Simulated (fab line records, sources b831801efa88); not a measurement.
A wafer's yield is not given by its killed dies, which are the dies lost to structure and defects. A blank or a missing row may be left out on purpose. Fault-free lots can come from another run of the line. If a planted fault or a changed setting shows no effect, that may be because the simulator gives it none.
What tool caused it? | flow sky130 | 11 lots with 33 wafers sampled at 2 steps, on a route of 708 steps

## WHAT THE GAUGES READ, wafer by wafer
SKY_VIA4_RS_MEAS_19: a four-point-probe measurement.
lot  | measured     | on            | VIA4_W_RS (ohm/sq)
L342 | day 42 16:07 | film metro-04 | 0.2236 0.2239 0.2212
L343 | day 43 17:23 | film metro-02 | 0.2286 0.2268 0.2271
L346 | day 43 19:49 | film metro-03 | 0.2251 0.2287 0.2258
L348 | day 44 16:53 | film metro-04 | 0.2296 0.2281 0.2268
L349 | day 45 00:13 | film metro-04 | 0.2217 0.2234 0.2237
L354 | day 46 13:23 | film metro-02 | 0.2253 0.2282 0.2250
L360 | day 47 11:50 | film metro-02 | 0.2274 0.2268 0.2256
L361 | day 48 02:29 | film metro-02 | 0.2282 0.2303 0.2266
L363 | day 48 03:53 | film metro-03 | 0.2265 0.2220 0.2239
L364 | day 48 16:59 | film metro-04 | 0.2282 0.2301 0.2272
L365 | day 48 18:07 | film metro-02 | 0.2248 0.2240 0.2252

## EACH LOT AND THE TOOL THAT RAN IT (in order: tool; ch and the chambers of the sampled wafers; start)
lot  | SKY_VIA4_STRIP_13
L342 | plasma asher-01 ch 0,1, day 42 15:08
L343 | plasma asher-04 ch 0,1, day 43 16:26
L346 | plasma asher-03 ch 0,1, day 43 18:48
L348 | plasma asher-01 ch 0,1, day 44 16:03
L349 | plasma asher-03 ch 0,1, day 44 22:58
L354 | plasma asher-01 ch 0,1, day 46 12:34
L360 | plasma asher-04 ch 0,1, day 47 11:01
L361 | plasma asher-01 ch 0,1, day 48 01:26
L363 | plasma asher-01 ch 0,1, day 48 02:55
L364 | plasma asher-04 ch 0,1, day 48 15:39
L365 | plasma asher-04 ch 0,1, day 48 16:47
- SKY_VIA4_STRIP_13: strips in O2/N2.

## THE ANSWER, worked out from the rows above alone
Rule: usual is defined by the lots themselves. Put in order of their means at a reading, lots are off if they are a third of the lots or fewer, leave a main group of 4 or more, and stand apart from it by a gap of 3 or more times the standard deviation of the main group's means; of several such gaps the widest counts. A main group is skipped when, at the precision printed for the reading in the tables above, its means are all equal. Also off: a lot with no number at a reading for which 4 or more lots have one. Any other lot the step has rows for is counted as sound.
No lot is off at any reading shown: from this, nothing can be told.

## WHAT THE SIMULATOR HAD PUT IN
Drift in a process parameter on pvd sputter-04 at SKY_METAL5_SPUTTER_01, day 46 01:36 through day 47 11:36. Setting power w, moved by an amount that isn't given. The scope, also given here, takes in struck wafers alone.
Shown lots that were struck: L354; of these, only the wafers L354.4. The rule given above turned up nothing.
